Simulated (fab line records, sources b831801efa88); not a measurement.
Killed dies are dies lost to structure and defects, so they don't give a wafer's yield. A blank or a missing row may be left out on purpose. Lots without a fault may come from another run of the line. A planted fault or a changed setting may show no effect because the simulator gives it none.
Chamber matching | flow gf180mcu | GF_STI_WET_ETCH_27 on wet_bench-04: 3 sister chambers
The step etches Si3N4 in H3PO4, target depth 160 nm, time 1825 s. 6 wafers are shown with their chamber, then 7 later ones without.

WAFERS WITH THEIR CHAMBER
wafer  | chamber | bath_guard_temp_C (C) | bath_heat_duty_pct (%)
L262.3 | 2       | 159.3                 | 24.5
L262.4 | 2       | 159.8                 | 25.4
L263.2 | 1       | 159.9                 | 26.9
L263.5 | 1       | 160.2                 | 27.3
L264.2 | 3       | 158.8                 | 26.1
L264.3 | 3       | 158.9                 | 25.0

WAFERS WITHOUT THEIR CHAMBER
wafer  | bath_guard_temp_C (C) | bath_heat_duty_pct (%)
L264.6 | 158.6                 | 25.9
L265.1 | 159.2                 | 28.2
L265.4 | 159.8                 | 25.8
L265.6 | 159.6                 | 26.2
L266.2 | 158.4                 | 27.8
L266.5 | 158.9                 | 25.0
L266.6 | 159.0                 | 26.6

WHICH CHAMBER EACH WENT THROUGH
wafer  | from the rows above          | in truth
L264.6 | 3                            | 3
L265.1 | can't be placed: 1 or 3 or 2 | 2
L265.4 | can't be placed: 2 or 1      | 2
L265.6 | can't be placed: 2 or 1 or 3 | 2
L266.2 | 3                            | 3
L266.5 | can't be placed: 3 or 2      | 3
L266.6 | can't be placed: 3 or 2      | 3
Placed correctly: 2 of 7. Can't be placed from these rows: 5 (the true chamber is among the candidates in 5). Placed wrongly: 0.
How it was worked out, from the rows above alone: a wafer's distance from a chamber is the root of the sum, over the readings, of the square of ((its reading less the chamber's mean) divided by the reading's scatter). The wafer belongs to the nearest chamber; if the next one is less than 2 further off, it can't be placed. A chamber's mean is the mean of its shown wafers. The scatter: the root of (the sum of the squares of (reading less its chamber's mean) over the shown wafers, divided by (wafers less chambers)).
